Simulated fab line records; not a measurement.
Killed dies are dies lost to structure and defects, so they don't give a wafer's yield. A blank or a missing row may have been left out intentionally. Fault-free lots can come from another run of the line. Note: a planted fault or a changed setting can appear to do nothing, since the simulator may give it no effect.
fab line records    flow gf180mcu
record lots=13  wafers=39  lastDay=34
route steps=602 shown NWELL@50 CONTACT@305 V1@360 M2@365
lots with no fault: from the same line, run without faults
startH: the number of hours between the record's first day and the start of the first shown wafer of the lot    waitH: hours from the lot's prior step to this one    " the same as in the row above    L1.1+2: one row covering several wafers at once    - no value present, or no start provided    * or withheld: withheld    < > ~ a bound
route shown NAME@n: names a module that has steps shown in the file, with the first one's number in the route    usual: mean and standard deviation over wafers with no fault    same: alike in all rows    chamber/n: place in a boat    sites: the reading at each site    _std_site: the values' standard deviation    _edge_site: mean of outer sites minus mean of inner sites    radiusMm: how far each site lies from the wafer's centre    mask NAME#n: copy n    behind: the last tool/chamber to shape the wafer    hold: the reason the lot was held/the length of the hold in hours/how it ended    device: the n, p or np transistor that did not switch    end of line: tests run on the same wafers once the route is complete    for a step that has no rows: nothing shown but its recipe    killed: count of dies lost to structure and defects at first sort (not the wafer's yield)    map: a wafer's dies, marking killed ones x, the rest . and places with no die _
set.NAME: setting as actually run; set.NAME@STEP: the setting as run at that earlier step    model.NAME: the simulator's own value behind a step, which no gauge read
steps of the route over a sample of lots; a table a step, a row a wafer
services: a tool's chamber out of use, with start hour (startH, from the record's first day; less than 0 if before it), hours out, and reason
## steps
# step GF_NWELL_IMPLANT_08
# recipe species=P  energyKev=450  doseCm2=1.5e+13  tiltDeg=0
# usual faradayCurrentUA=84.4/1.7
lot.wafer  tool          chamber  startH  waitH  faradayCurrentUA
L469.1     implanter-01  0        54.42   0.0    86.0
L469.2     "             0        "       "      85.8
L469.3     "             0        "       "      84.6
L470.1     implanter-01  0        59.62   0.0    86.3
L470.2     "             0        "       "      83.8
L470.5     "             0        "       "      84.8
L472.1     implanter-04  0        71.27   0.0    84.0
L472.2     "             0        "       "      83.1
L472.6     "             0        "       "      83.9
L473.1     implanter-04  0        77.32   0.0    84.9
L473.3     "             0        "       "      84.0
L473.6     "             0        "       "      84.0
L476.3     implanter-04  0        92.37   0.1    84.2
L476.4     "             0        "       "      84.4
L476.5     "             0        "       "      82.0
L477.2     implanter-03  0        97.39   0.0    85.1
L477.4     "             0        "       "      84.1
L477.5     "             0        "       "      84.1
L478.2     implanter-04  0        105.14  0.0    84.8
L478.5     "             0        "       "      85.8
L478.6     "             0        "       "      86.3
L479.2     implanter-03  0        110.44  0.0    83.9
L479.5     "             0        "       "      85.0
L479.6     "             0        "       "      85.7
L480.1     implanter-03  0        116.69  0.0    84.0
L480.4     "             0        "       "      85.2
L480.6     "             0        "       "      84.7
L484.1     implanter-01  0        137.77  0.0    85.7
L484.4     "             0        "       "      87.2
L484.6     "             0        "       "      84.0
L486.1     implanter-03  0        149.57  0.0    82.1
L486.4     "             0        "       "      83.0
L486.6     "             0        "       "      86.4
L487.1     implanter-03  0        153.16  0.0    84.7
L487.3     "             0        "       "      83.6
L487.5     "             0        "       "      86.0
L491.2     implanter-04  0        176.19  0.0    83.4
L491.3     "             0        "       "      87.9
L491.5     "             0        "       "      84.3
# step GF_VT_IMPLANT_RS_MEAS_47
# recipe thkMeasGauge=four-point-probe
# usual NWELL_RS=488.1/1.2
lot.wafer  tool          chamber  startH  waitH  NWELL_RS[ohm/sq]
L469.1     filmMetro-02  -        155.67  0.1    487.4
L469.2     "             -        "       "      487.9
L469.3     "             -        "       "      487.7
L470.1     filmMetro-03  -        164.24  0.1    489.7
L470.2     "             -        "       "      488.9
L470.5     "             -        "       "      489.2
L472.1     filmMetro-02  -        178.24  0.1    489.6
L472.2     "             -        "       "      488.4
L472.6     "             -        "       "      487.4
L473.1     filmMetro-02  -        186.35  0.1    487.5
L473.3     "             -        "       "      488.3
L473.6     "             -        "       "      487.4
L476.3     filmMetro-03  -        205.03  0.1    486.6
L476.4     "             -        "       "      487.4
L476.5     "             -        "       "      486.4
L477.2     filmMetro-04  -        209.82  0.1    488.3
L477.4     "             -        "       "      486.9
L477.5     "             -        "       "      488.0
L478.2     filmMetro-03  -        220.67  0.1    489.0
L478.5     "             -        "       "      485.9
L478.6     "             -        "       "      486.5
L479.2     filmMetro-02  -        226.58  0.1    488.8
L479.5     "             -        "       "      487.6
L479.6     "             -        "       "      487.4
L480.1     filmMetro-02  -        232.99  0.1    489.0
L480.4     "             -        "       "      491.5
L480.6     "             -        "       "      489.1
L484.1     filmMetro-03  -        257.84  0.1    489.4
L484.4     "             -        "       "      488.5
L484.6     "             -        "       "      490.2
L486.1     filmMetro-02  -        272.19  0.1    493.7
L486.4     "             -        "       "      493.8
L486.6     "             -        "       "      493.7
L487.1     filmMetro-04  -        277.16  0.1    492.9
L487.3     "             -        "       "      492.5
L487.5     "             -        "       "      492.9
L491.2     filmMetro-03  -        305.41  0.1    490.9
L491.3     "             -        "       "      489.4
L491.5     "             -        "       "      489.1
# step GF_CONTACT_STRIP_18
# recipe chemistry=O2/N2  powerW=1400  pressureMtorr=1500  platenTempC=250  o2FlowSccm=3000  n2FlowSccm=300  overashFraction=0.5
# usual drypumpMotorCurrentA=5.9/0.63  heaterPowerW=338/30  oesProductAu=0.579/0.0051
lot.wafer  tool            chamber  startH  waitH  drypumpMotorCurrentA  heaterPowerW  oesProductAu  rfHoursCounterH
L469.1     plasmaAsher-02  0        359.40  -      6.3                   369           0.581         57
L469.2     "               1        "       "      6.0                   321           0.585         57
L469.3     "               1        "       "      6.0                   310           0.576         -
L470.1     plasmaAsher-01  0        367.15  -      6.8                   319           0.586         76
L470.2     "               1        "       "      5.6                   381           0.582         76
L470.5     "               1        "       "      5.6                   383           0.581         -
L472.1     plasmaAsher-03  0        386.96  -      4.9                   291           0.580         71
L472.2     "               1        "       "      5.0                   309           0.586         71
L472.6     "               1        "       "      4.9                   299           0.584         -
L473.1     plasmaAsher-02  1        399.25  -      6.0                   320           0.580         61
L473.3     "               0        "       "      6.3                   374           0.579         -
L473.6     "               0        "       "      6.3                   373           0.584         -
L476.3     plasmaAsher-02  0        432.03  -      6.3                   368           0.584         -
L476.4     "               1        "       "      6.0                   317           0.586         -
L476.5     "               0        "       "      6.3                   380           0.568         -
L477.2     plasmaAsher-01  1        432.19  -      5.6                   371           0.581         83
L477.4     "               1        "       "      5.6                   374           0.578         -
L477.5     "               0        "       "      6.8                   329           0.579         -
L478.2     plasmaAsher-03  0        449.51  -      4.9                   307           0.576         1
L478.5     "               1        "       "      5.0                   305           0.578         -
L478.6     "               0        "       "      4.9                   304           0.581         -
L479.2     plasmaAsher-02  0        458.19  -      6.3                   368           0.586         68
L479.5     "               0        "       "      6.3                   376           0.576         -
L479.6     "               1        "       "      6.0                   316           0.572         -
L480.1     plasmaAsher-01  0        459.79  -      6.8                   329           0.583         86
L480.4     "               1        "       "      5.6                   369           0.571         -
L480.6     "               0        "       "      6.8                   318           0.575         -
L484.1     plasmaAsher-03  0        496.41  -      4.9                   307           0.585         6
L484.4     "               0        "       "      4.9                   296           0.573         -
L484.6     "               1        "       "      5.0                   304           0.579         -
L486.1     plasmaAsher-02  0        514.29  -      6.3                   369           0.578         73
L486.4     "               1        "       "      6.0                   321           0.578         -
L486.6     "               1        "       "      6.0                   318           0.578         -
L487.1     plasmaAsher-02  1        520.89  -      6.0                   312           0.580         74
L487.3     "               0        "       "      6.3                   372           0.580         -
L487.5     "               1        "       "      6.0                   317           0.581         -
L491.2     plasmaAsher-02  0        550.74  -      6.3                   365           0.584         79
L491.3     "               0        "       "      6.3                   369           0.568         -
L491.5     "               1        "       "      6.0                   319           0.577         -
# step GF_V1_THK_MEAS_25
# recipe thkMeasGauge=xrf  reads=W_of_V1_CVD_23
# usual V1_W_THK=346/4.1
lot.wafer  tool          chamber  startH  waitH  V1_W_THK[nm]
L469.1     filmMetro-03  -        408.93  0.1    344
L469.2     "             -        "       "      342
L469.3     "             -        "       "      339
L470.1     filmMetro-03  -        417.51  0.1    346
L470.2     "             -        "       "      344
L470.5     "             -        "       "      344
L472.1     filmMetro-04  -        438.34  0.1    345
L472.2     "             -        "       "      346
L472.6     "             -        "       "      350
L473.1     filmMetro-04  -        451.41  0.1    346
L473.3     "             -        "       "      345
L473.6     "             -        "       "      344
L476.3     filmMetro-04  -        483.99  0.1    346
L476.4     "             -        "       "      341
L476.5     "             -        "       "      344
L477.2     filmMetro-01  -        484.33  0.1    346
L477.4     "             -        "       "      346
L477.5     "             -        "       "      346
L478.2     filmMetro-01  -        501.26  0.1    348
L478.5     "             -        "       "      350
L478.6     "             -        "       "      352
L479.2     filmMetro-01  -        509.79  0.1    353
L479.5     "             -        "       "      350
L479.6     "             -        "       "      350
L480.1     filmMetro-04  -        511.32  0.1    343
L480.4     "             -        "       "      344
L480.6     "             -        "       "      343
L484.1     filmMetro-04  -        545.62  0.1    340
L484.4     "             -        "       "      340
L484.6     "             -        "       "      341
L486.1     filmMetro-04  -        563.42  0.1    342
L486.4     "             -        "       "      338
L486.6     "             -        "       "      341
L487.1     filmMetro-01  -        568.64  0.1    347
L487.3     "             -        "       "      349
L487.5     "             -        "       "      343
L491.2     filmMetro-04  -        600.45  0.1    344
L491.3     "             -        "       "      346
L491.5     "             -        "       "      344
# step GF_M2_SPUTTER_03
# recipe material=Ti  targetThkNm=10  substrateTempC=300  chamberPressurePa=0.3  powerW=3000  timeS=6.7
# usual substrateTempC=300.01/0.2  throttleValvePct=30.3/0.86
# same timeS=6.7
lot.wafer  tool           chamber  startH  waitH  substrateTempC  throttleValvePct
L469.1     pvdSputter-02  -        409.45  0.0    300.05          29.4
L469.2     "              -        "       "      299.89          30.6
L469.3     "              -        "       "      299.98          29.2
L470.1     pvdSputter-03  -        418.03  0.0    300.19          31.4
L470.2     "              -        "       "      300.26          30.9
L470.5     "              -        "       "      300.15          31.5
L472.1     pvdSputter-01  -        438.86  0.0    299.92          29.9
L472.2     "              -        "       "      300.04          29.9
L472.6     "              -        "       "      299.59          29.9
L473.1     pvdSputter-03  -        451.93  0.0    300.05          31.6
L473.3     "              -        "       "      299.86          29.3
L473.6     "              -        "       "      300.04          30.8
L476.3     pvdSputter-02  -        484.49  0.0    300.21          29.3
L476.4     "              -        "       "      299.89          30.3
L476.5     "              -        "       "      300.40          28.9
L477.2     pvdSputter-01  -        484.84  0.0    300.11          30.1
L477.4     "              -        "       "      300.00          30.4
L477.5     "              -        "       "      300.15          30.5
L478.2     pvdSputter-01  -        502.07  0.0    300.20          29.3
L478.5     "              -        "       "      300.14          29.5
L478.6     "              -        "       "      299.89          30.5
L479.2     pvdSputter-01  -        510.30  0.0    300.18          30.5
L479.5     "              -        "       "      299.84          30.4
L479.6     "              -        "       "      299.83          29.1
L480.1     pvdSputter-01  -        511.84  0.0    300.35          30.6
L480.4     "              -        "       "      300.23          30.6
L480.6     "              -        "       "      300.26          30.3
L484.1     pvdSputter-02  -        546.14  0.0    300.12          29.3
L484.4     "              -        "       "      299.91          30.0
L484.6     "              -        "       "      299.45          30.5
L486.1     pvdSputter-01  -        563.94  0.0    299.95          29.6
L486.4     "              -        "       "      299.92          30.6
L486.6     "              -        "       "      299.44          30.4
L487.1     pvdSputter-01  -        569.63  0.0    299.96          29.8
L487.3     "              -        "       "      299.91          29.5
L487.5     "              -        "       "      300.21          29.5
L491.2     pvdSputter-03  -        601.12  0.0    299.88          29.4
L491.3     "              -        "       "      300.46          31.2
L491.5     "              -        "       "      300.04          31.9
## services
tool            chamber  startH  hours  kind
implanter-03    -        30.50   3.6    repair
implanter-04    -        34.37   2.4    repair
pvdSputter-01   -        42.33   2.3    repair
pvdSputter-01   -        49.89   1.2    repair
implanter-03    -        54.39   40.3   repair
plasmaAsher-02  -        57.89   3.7    repair
implanter-03    -        60.09   1.0    repair
implanter-04    -        67.94   1.7    repair
plasmaAsher-02  -        93.51   4.6    repair
implanter-04    -        114.20  3.0    pm
implanter-03    -        192.35  4.0    pm
implanter-04    -        203.72  5.1    repair
implanter-04    -        205.59  2.3    repair
pvdSputter-01   -        220.97  3.6    repair
pvdSputter-01   -        269.59  2.5    repair
pvdSputter-01   -        313.26  2.0    repair
pvdSputter-01   -        352.58  3.8    repair
pvdSputter-01   -        381.12  1.4    repair
pvdSputter-01   -        383.67  3.6    repair
plasmaAsher-02  -        394.47  1.5    repair
pvdSputter-01   -        426.53  5.4    repair
pvdSputter-01   -        470.14  4.0    repair
plasmaAsher-02  -        484.02  3.1    repair
pvdSputter-01   -        600.61  1.0    repair
## key
firstSign step=GF_VT_IMPLANT_RS_MEAS_47  reading=NWELL_RS  direction=up  sigmas=4.3  usual=488.1  struck=493.3
effect none on later readings
metAt GF_NWELL_IMPLANT_08
struckLots L486,L487
testerLeftOut L486,L487
notActingAt GF_CONTACT_STRIP_18,GF_V1_THK_MEAS_25,GF_M2_SPUTTER_03
onsetBetween 116.69 149.57
fault kind=processParameterDrift  tool=implanter-03  chamber=-  onsetH=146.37  steps=GF_NWELL_IMPLANT_08  channel=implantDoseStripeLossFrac  offset=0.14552  shape=step  endH=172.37
# testerLeftOut: of these lots the tester's yield and bins aren't shown, on N5 and GAA mostly nor the transistor test; their killed dies are dies lost to structure and defects alone, not to doping, threshold or leakage, so they don't give the yield
